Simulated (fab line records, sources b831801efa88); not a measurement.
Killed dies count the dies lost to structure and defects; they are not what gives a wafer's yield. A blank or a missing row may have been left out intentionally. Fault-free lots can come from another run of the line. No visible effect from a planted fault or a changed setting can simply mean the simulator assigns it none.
8D (eight disciplines) problem report, filled in by code | flow gf180mcu | the parts of the form that need people (team, actions taken, sign-off) are left out

== 1. THE PROBLEM ==
Mean of run length s at GF_M2_SOFTBAKE_10: 90.86 s across 3 wafers in 3 lots; on wafers with no fault it is 89.25 s (standard deviation 0.28). Relative to the usual mean, that is a shift of +5.7 standard deviations.
The step: time 60 s.
First observed at day 24 22:11: wafer L260.6, on litho track-04. The record holds 36 wafers of 13 lots with a number at this step. By rule, "out" or "out of limits" means more than 4 standard deviations away from the usual mean. Any other wafer with a number is counted as sound.

== 2. WHAT IT IS, WHAT IT ISN'T ==
question                    | is                     | is not
which readings at this step | run length s           | -
which lots                  | L260, L261, L264       | L244, L245, L246, L247, L249, L250, L251, L252, L253, L266
which wafers of those lots  | L260.6, L261.6, L264.6 | L260.2, L261.2, L264.3
read on which tools         | litho track-04         | litho track-01, litho track-03
when                        | from day 24 22:11      | up to then (28 sound wafers); but 5 sound wafers of L261, L264, L266 came after

== 3. THE SUSPECTS, EACH WITH WHAT RULES IT OUT ==
Counting: if a tool at a process step up to the reading ran every lot that is out, it stays a suspect. Sound lots after the first of them don't rule it out here, since some wafers of a struck lot are sound.
- plasma asher-03 at GF_M1_STRIP_17 (strips in O2/N2): kept. Every lot that is out went through it, the first being L260 (day 23 09:32); the last sound lot it ran before that was L253 (day 21 10:50).
- litho track-04 at GF_M2_SOFTBAKE_10 (time 60 s): kept. Every lot that is out went through it, the first being L260 (day 24 22:11); the last sound lot it ran before that was L253 (day 23 00:41). Its own run length s readings are out on those wafers.
Left after counting: plasma asher-03 at GF_M1_STRIP_17, litho track-04 at GF_M2_SOFTBAKE_10.

== 4. THE CAUSE (what the simulator had put in) ==
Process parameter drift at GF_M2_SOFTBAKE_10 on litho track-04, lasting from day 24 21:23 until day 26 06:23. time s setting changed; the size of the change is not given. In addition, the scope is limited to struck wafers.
Counting left 2 suspects, and this tool is among them.

== 5. THE EFFECT CHAIN, in route order ==
Rows list readings where the struck wafers' mean (over those with a number) sits beyond 3 standard deviations from the usual. Scope: only readings with a usual standard deviation given in the record; hours: median across lots of the time from each lot's start at the first step in this table that gives one to its start at this step; sigmas: change in usual standard deviations.
hours | step              | reading      | usual   | on struck wafers | change | sigmas
0     | GF_M2_SOFTBAKE_10 | run length s | 89.25 s | 90.86            | +1.61  | +5.7
It contains these process steps:
- GF_M2_SOFTBAKE_10: time 60 s.

== 6. WHAT WOULD HAVE CAUGHT IT SOONER ==
In this record the first reading out of limits was taken at day 24 22:11, 1 hour after the fault began at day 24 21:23.
